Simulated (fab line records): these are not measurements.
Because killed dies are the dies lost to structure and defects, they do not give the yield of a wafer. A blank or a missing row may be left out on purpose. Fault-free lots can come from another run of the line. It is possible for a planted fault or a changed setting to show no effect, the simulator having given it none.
Chamber matching | flow sky130 | SKY_VIA2_CMP_24 on cmp-02 has 4 sister chambers
The step polishes, stops on SiO2, t overpolish 20 s, target thk 0 nm. 8 wafers are shown with their chamber, then 12 later ones without.

WAFERS WITH THEIR CHAMBER
wafer  | chamber | motor current A (A) | time to endpoint s (s)
L084.2 | 3       | 10.7                | 104
L086.3 | 0       | 10.0                | 101
L086.6 | 0       | 9.9                 | 100
L087.2 | 3       | 10.6                | 97
L090.4 | 1       | 11.5                | 104
L093.4 | 2       | 10.1                | 103
L093.5 | 1       | 11.3                | 106
L093.6 | 2       | 10.0                | 103

WAFERS WITH NO CHAMBER GIVEN
wafer  | motor current A (A) | time to endpoint s (s)
L095.1 | 9.8                 | 98
L095.3 | 11.3                | 103
L095.6 | 10.0                | 98
L094.3 | 11.1                | 105
L094.4 | 10.3                | 99
L094.5 | 9.6                 | 101
L096.4 | 10.2                | 104
L096.5 | 11.6                | 102
L096.6 | 10.9                | 100
L097.1 | 11.2                | 105
L097.4 | 11.1                | 105
L097.5 | 11.6                | 107

EACH ONE'S CHAMBER
wafer  | from the rows above          | in truth
L095.1 | can't be placed: 0 or 2      | 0
L095.3 | 1                            | 1
L095.6 | can't be placed: 0 or 2      | 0
L094.3 | can't be placed: 1 or 3      | 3
L094.4 | can't be placed: 2 or 3 or 0 | 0
L094.5 | can't be placed: 0 or 2      | 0
L096.4 | can't be placed: 2 or 0      | 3
L096.5 | 1                            | 1
L096.6 | 3                            | 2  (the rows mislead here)
L097.1 | 1                            | 1
L097.4 | can't be placed: 1 or 3      | 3
L097.5 | 1                            | 1
Placed correctly: 4 of 12. Cannot be placed on the basis of these rows: 7; the candidates contain the true chamber in 6. Number placed wrongly: 1.
How it was worked out, from the rows above alone: a wafer's distance from a chamber is the root of the sum, over the readings, of the square of ((its reading less the chamber's mean) divided by the reading's scatter). If the next closest chamber is less than 2 further off than the closest, the wafer can't be placed; otherwise it belongs to the closest. The mean given for a chamber averages the wafers shown for that chamber. The scatter is the square root of a quotient: the sum, over the shown wafers, of each reading's squared deviation from its chamber's mean, divided by wafers minus chambers.
